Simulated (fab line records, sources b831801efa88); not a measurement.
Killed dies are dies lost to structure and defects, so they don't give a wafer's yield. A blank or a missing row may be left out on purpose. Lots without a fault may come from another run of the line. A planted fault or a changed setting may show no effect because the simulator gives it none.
A struck lot beside a sound one | flow sky130 | 14 steps out of a route of 708
Sound: wafers L295.1, L295.5, L295.6. Struck: wafers L308.3, L308.4, L308.6. The cause comes at the end.
At each step with rows: each side's tool, then ch and its chambers, then its first start. Under that, the readings that differ: sound wafers | struck wafers | difference of the means | sigmas: that difference in standard deviations of wafers without a fault.
alike: readings whose means differ by less than 2 such deviations, and words and numbers that are the same on both sides. not compared: withheld readings, readings that some wafer has no value for, bounds like >300 that may hide the same value, and numbers for which the record gives no deviation and whose values overlap.
The two part at a step that has a row with sigmas, a row that says differs or no value, or rows on one side only. Numbers that don't overlap but have no deviation are shown without sigmas and don't part them. A reading that every wafer of one side lacks parts them only if that side has two wafers or more.

first, 2 steps without rows for these wafers: SKY_VT_ADJUST_PCH_PEB_05; SKY_VT_ADJUST_PCH_DEVELOP_06 (develop time 60 s).
SKY_VT_ADJUST_PCH_OVL_MEAS_07:
  sound on overlay-01, day 10 05:35; struck on overlay-01, day 15 09:40
  alike: VT_ADJUST_PCH_OVL
then, 1 step without rows for these wafers: SKY_VT_ADJUST_PCH_IMPLANT_08.
SKY_VT_ADJUST_PCH_STRIP_09: strips in O2/N2.
  sound on plasma_asher-02 ch 0,1, day 10 05:46; struck on plasma_asher-04 ch 0,1, day 15 09:52
  reading                      | sound             | struck            | difference | sigmas
  strip_time_to_endpoint_s (s) | 36.83 36.84 36.85 | 36.98 37.04 37.09 | +0.20      | +2
  alike: drypump_motor_current_A, oes_product_au
  not compared: rf_hours_counter_h
SKY_VT_ADJUST_PCH_TW_MEAS_10:
  sound on film_metro-03, day 10 05:52; struck on film_metro-01, day 15 09:57
  alike: VT_ADJUST_PCH_TW
then, 6 steps without rows for these wafers: SKY_SONOS_TUNNEL_DEHYDRATE_00 (time 60 s); SKY_SONOS_TUNNEL_HMDS_01 (prime time 60 s); SKY_SONOS_TUNNEL_COAT_02 (resist thk 1140 nm); SKY_SONOS_TUNNEL_SOFTBAKE_03 (time 60 s); SKY_SONOS_TUNNEL_EXPOSE_04 (exposes mask TUNM, target cd 410 nm); SKY_SONOS_TUNNEL_PEB_05.
SKY_SONOS_TUNNEL_DEVELOP_06: develop time 60 s.
  sound on litho_track-03 ch 0, day 11 04:19; struck on litho_track-01, day 16 14:10
  no value came back on the struck wafers for chill_plate_temp_C (C), develop_time_s (s); on the sound wafers chill_plate_temp_C (C) reads 23.24 23.06 23.04
SKY_SONOS_TUNNEL_CD_MEAS_07: target cd 410 nm.
  sound on cd_sem-01, day 11 04:28; struck on cd_sem-01, day 16 14:19
  reading    | sound             | struck | difference                    | sigmas
  cd_nm (nm) | 409.5 410.3 412.0 | - - -  | no value on the struck wafers |

WHERE THEY PART
First at SKY_VT_ADJUST_PCH_STRIP_09; last, within this record, at SKY_SONOS_TUNNEL_CD_MEAS_07.

WHY: what the simulator had put in
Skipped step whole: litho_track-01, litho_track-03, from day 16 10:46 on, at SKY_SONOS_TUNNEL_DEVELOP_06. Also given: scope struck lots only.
